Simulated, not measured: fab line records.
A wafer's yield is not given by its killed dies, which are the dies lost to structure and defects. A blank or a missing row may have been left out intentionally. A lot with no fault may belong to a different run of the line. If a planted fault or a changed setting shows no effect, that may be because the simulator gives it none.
Matching of chambers | flow sky130 | 4 sister chambers for SKY_POLY_GATE_ETCH_15 on rie-diel-03
The step etches BARC in N2/H2, stops on SiO2, time 118.5 s, target depth 110 nm. 8 wafers are shown with their chamber, then 8 later ones without.

== EACH WAFER AND ITS CHAMBER ==
wafer  | chamber | drypump-motor-current-A (A) | throttle-valve-pct (%)
L086.1 | 1       | 6.22                        | 13.218
L086.6 | 3       | 6.02                        | 13.221
L090.1 | 1       | 6.18                        | 13.199
L090.3 | 2       | 6.41                        | 13.214
L090.6 | 0       | 5.84                        | 13.204
L093.1 | 2       | 6.42                        | 13.215
L093.2 | 0       | 5.84                        | 13.201
L093.3 | 3       | 6.02                        | 13.218

== WAFERS WITHOUT THEIR CHAMBER ==
wafer  | drypump-motor-current-A (A) | throttle-valve-pct (%)
L094.2 | 6.02                        | 13.216
L094.4 | 6.21                        | 13.210
L094.6 | 6.37                        | 13.198
L096.1 | 6.17                        | 13.220
L096.4 | 6.39                        | 13.222
L096.5 | 6.18                        | 13.216
L097.1 | 5.99                        | 13.225
L097.4 | 6.20                        | 13.207

== EACH ONE'S CHAMBER ==
wafer  | from the rows above | in truth
L094.2 | 3                   | 3
L094.4 | 1                   | 1
L094.6 | 2                   | 2
L096.1 | 1                   | 1
L096.4 | 2                   | 2
L096.5 | 1                   | 1
L097.1 | 3                   | 3
L097.4 | 1                   | 1
Correct placement for 8 of the 8. Can't be placed from these rows: 0. Placed wrongly: 0.
How it was worked out, from the rows above alone: a wafer's distance from a chamber is the root of the sum, over the readings, of the square of ((its reading less the chamber's mean) divided by the reading's scatter). If the next closest chamber is less than 2 further off than the closest, the wafer can't be placed; otherwise it belongs to the closest. A chamber's mean is the mean of its shown wafers. How the scatter is found: for the shown wafers, subtract from each reading the mean of its chamber, square and add these, divide the total by (wafers less chambers), then take the root.
